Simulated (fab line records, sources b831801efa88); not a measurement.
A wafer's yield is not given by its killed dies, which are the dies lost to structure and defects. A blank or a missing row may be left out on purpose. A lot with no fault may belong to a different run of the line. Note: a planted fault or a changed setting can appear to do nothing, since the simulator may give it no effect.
Which of the tools did it? / flow gf180mcu / 36 wafers from 12 lots sampled at 4 of the route's 602 steps

## WHAT THE GAUGES READ, wafer by wafer
GF_NWELL_TW_MEAS_11.
lot=L146; measured=day 3 09:01; on=film_metro-03; NWELL_TW=1578 1595 1586
lot=L148; measured=day 3 19:16; on=film_metro-03; NWELL_TW=1573 1581 1582
lot=L149; measured=day 4 00:04; on=film_metro-04; NWELL_TW=1563 1564 1555
lot=L151; measured=day 4 10:43; on=film_metro-03; NWELL_TW=1580 1578 1582
lot=L152; measured=day 4 19:02; on=film_metro-01; NWELL_TW=1558 1551 1555
lot=L155; measured=day 5 09:49; on=film_metro-01; NWELL_TW=1548 1555 1550
lot=L161; measured=day 6 19:29; on=film_metro-01; NWELL_TW=1453 1452 1457
lot=L163; measured=day 7 05:43; on=film_metro-01; NWELL_TW=1460 1455 1467
lot=L164; measured=day 7 09:44; on=film_metro-03; NWELL_TW=1582 1585 1591
lot=L166; measured=day 8 01:37; on=film_metro-01; NWELL_TW=1563 1568 1570
lot=L168; measured=day 8 08:23; on=film_metro-01; NWELL_TW=1562 1558 1555
lot=L169; measured=day 8 14:28; on=film_metro-01; NWELL_TW=1570 1556 1574

GF_VT_IMPLANT_RS_MEAS_47: uses a four-point probe to measure.
lot=L146; measured=day 7 14:19; on=film_metro-03; NWELL_RS (ohm/sq)=489.3 485.9 488.4
lot=L148; measured=day 8 04:04; on=film_metro-03; NWELL_RS (ohm/sq)=487.8 488.3 486.9
lot=L149; measured=day 8 11:05; on=film_metro-03; NWELL_RS (ohm/sq)=488.5 488.7 487.7
lot=L151; measured=day 8 22:22; on=film_metro-01; NWELL_RS (ohm/sq)=488.2 488.4 488.0
lot=L152; measured=day 9 10:11; on=film_metro-03; NWELL_RS (ohm/sq)=487.3 488.0 488.1
lot=L155; measured=day 10 04:37; on=film_metro-03; NWELL_RS (ohm/sq)=487.2 486.2 486.4
lot=L161; measured=day 11 22:19; on=film_metro-03; NWELL_RS (ohm/sq)=559.5 559.7 557.0
lot=L163; measured=day 12 11:13; on=film_metro-01; NWELL_RS (ohm/sq)=562.3 564.2 563.7
lot=L164; measured=day 12 13:40; on=film_metro-03; NWELL_RS (ohm/sq)=487.6 487.9 486.8
lot=L166; measured=day 13 10:13; on=film_metro-03; NWELL_RS (ohm/sq)=486.3 486.6 486.4
lot=L168; measured=day 13 18:15; on=film_metro-01; NWELL_RS (ohm/sq)=486.5 489.2 487.6
lot=L169; measured=day 14 03:35; on=film_metro-01; NWELL_RS (ohm/sq)=486.5 486.3 486.1

GF_HV_LDD_CD_MEAS_07 targets a cd of 400 nm.
lot=L146; measured=day 9 23:50; on=cd_sem-01; cd_nm (nm)=402.0 402.1 401.8
lot=L148; measured=day 10 16:43; on=cd_sem-01; cd_nm (nm)=399.1 396.2 399.3
lot=L149; measured=day 10 22:38; on=cd_sem-02; cd_nm (nm)=398.2 399.1 397.9
lot=L151; measured=day 11 11:55; on=cd_sem-01; cd_nm (nm)=400.5 399.3 400.2
lot=L152; measured=day 12 01:07; on=cd_sem-01; cd_nm (nm)=397.2 396.7 394.4
lot=L155; measured=day 12 20:43; on=cd_sem-01; cd_nm (nm)=400.6 400.6 398.2
lot=L161; measured=day 14 17:32; on=cd_sem-02; cd_nm (nm)=397.5 399.8 400.7
lot=L163; measured=day 15 09:17; on=cd_sem-02; cd_nm (nm)=396.4 397.9 396.6
lot=L164; measured=day 15 12:34; on=cd_sem-01; cd_nm (nm)=401.2 404.4 400.2
lot=L166; measured=day 16 13:10; on=cd_sem-02; cd_nm (nm)=402.7 399.9 403.7
lot=L168; measured=day 16 22:24; on=cd_sem-01; cd_nm (nm)=399.4 399.3 398.3
lot=L169; measured=day 17 05:17; on=cd_sem-02; cd_nm (nm)=401.7 402.6 400.8

## WHICH TOOL RAN EACH LOT (tool, then ch and the chambers of the sampled wafers, then the start)
lot=L146; GF_NWELL_IMPLANT_08=implanter-03 ch 0, day 3 08:37
lot=L148; GF_NWELL_IMPLANT_08=implanter-02 ch 0, day 3 18:52
lot=L149; GF_NWELL_IMPLANT_08=implanter-01 ch 0, day 3 23:40
lot=L151; GF_NWELL_IMPLANT_08=implanter-01 ch 0, day 4 10:19
lot=L152; GF_NWELL_IMPLANT_08=implanter-02 ch 0, day 4 18:25
lot=L155; GF_NWELL_IMPLANT_08=implanter-03 ch 0, day 5 09:25
lot=L161; GF_NWELL_IMPLANT_08=implanter-02 ch 0, day 6 19:08
lot=L163; GF_NWELL_IMPLANT_08=implanter-02 ch 0, day 7 05:19
lot=L164; GF_NWELL_IMPLANT_08=implanter-01 ch 0, day 7 09:22
lot=L166; GF_NWELL_IMPLANT_08=implanter-03 ch 0, day 8 01:14
lot=L168; GF_NWELL_IMPLANT_08=implanter-01 ch 0, day 8 08:01
lot=L169; GF_NWELL_IMPLANT_08=implanter-03 ch 0, day 8 14:05
- GF_NWELL_IMPLANT_08

## WHAT THE TOOLS THEMSELVES READ (means of the sampled wafers that have a number; where no wafer has one, the mark that the record gives instead)
GF_NWELL_IMPLANT_08.
lot=L146; tool=implanter-03; beam_on_s (s)=9.95; dose_ions_cm2=1.5003e+13; faraday_current_uA=84.7
lot=L148; tool=implanter-02; beam_on_s (s)=10.06; dose_ions_cm2=1.5002e+13; faraday_current_uA=84.0
lot=L149; tool=implanter-01; beam_on_s (s)=10.04; dose_ions_cm2=1.4987e+13; faraday_current_uA=84.6
lot=L151; tool=implanter-01; beam_on_s (s)=9.98; dose_ions_cm2=1.4988e+13; faraday_current_uA=84.9
lot=L152; tool=implanter-02; beam_on_s (s)=10.09; dose_ions_cm2=1.5009e+13; faraday_current_uA=83.4
lot=L155; tool=implanter-03; beam_on_s (s)=9.88; dose_ions_cm2=1.4991e+13; faraday_current_uA=85.5
lot=L161; tool=implanter-02; beam_on_s (s)=7.68; dose_ions_cm2=1.4987e+13; faraday_current_uA=109.9
lot=L163; tool=implanter-02; beam_on_s (s)=7.77; dose_ions_cm2=1.5018e+13; faraday_current_uA=109.0
lot=L164; tool=implanter-01; beam_on_s (s)=9.90; dose_ions_cm2=1.5008e+13; faraday_current_uA=85.4
lot=L166; tool=implanter-03; beam_on_s (s)=9.77; dose_ions_cm2=1.4989e+13; faraday_current_uA=86.5
lot=L168; tool=implanter-01; beam_on_s (s)=9.83; dose_ions_cm2=1.4995e+13; faraday_current_uA=85.9
lot=L169; tool=implanter-03; beam_on_s (s)=9.91; dose_ions_cm2=1.5018e+13; faraday_current_uA=85.2

## THE ANSWER, worked out from the rows above alone
Rule: usual is defined by the lots themselves. The widest of any qualifying gaps counts: lots, ordered by their means at a reading, are off when they make up no more than a third of the lots, leave a main group of 4 or more, and stand apart from it by 3 or more times the standard deviation of that group's means. A main group whose means are all the same, to the digits that the tables above print for the reading, isn't used. Also off: a lot with no number at a reading for which 4 or more lots have one. All remaining lots with rows at the step are treated as sound. First the gauges in route order, then the tools' own readings, where a lot's mean is used as printed above. At the first step where some lot is off, the reading lying furthest off is the one used; lots without a number count as furthest.
Off: at GF_NWELL_TW_MEAS_11 (NWELL_TW), L161, L163. Main group: mean 1569, sd 12.
If a tool, at a process step before that reading, ran all the lots that are off and no sound lot after the first of them, it fits. Not tried: the gauges at GF_NWELL_TW_MEAS_11; whatever is off there is also off at GF_NWELL_IMPLANT_08, on other tools, and gauge error can't account for it. One candidate fits, namely implanter-02 at GF_NWELL_IMPLANT_08. Its last sound lot is L152 (day 4 18:25), its first lot that is off L161 (day 6 19:08): a fault that began between those two fits.
The tool's own readings at GF_NWELL_IMPLANT_08 bear it out: on the lots that are off they differ by more than 5 times the standard deviation of the sound lots' means. beam_on_s reads 7.72 s there against 9.94 s on the sound lots; faraday_current_uA reads 109.5 there against 85.0 on the sound lots.

## WHAT THE SIMULATOR HAD PUT IN
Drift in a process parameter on implanter-02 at GF_NWELL_IMPLANT_08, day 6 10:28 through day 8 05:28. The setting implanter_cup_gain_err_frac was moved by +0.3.
Lots struck among those shown: L161, L163. This agrees with what the rule above found.
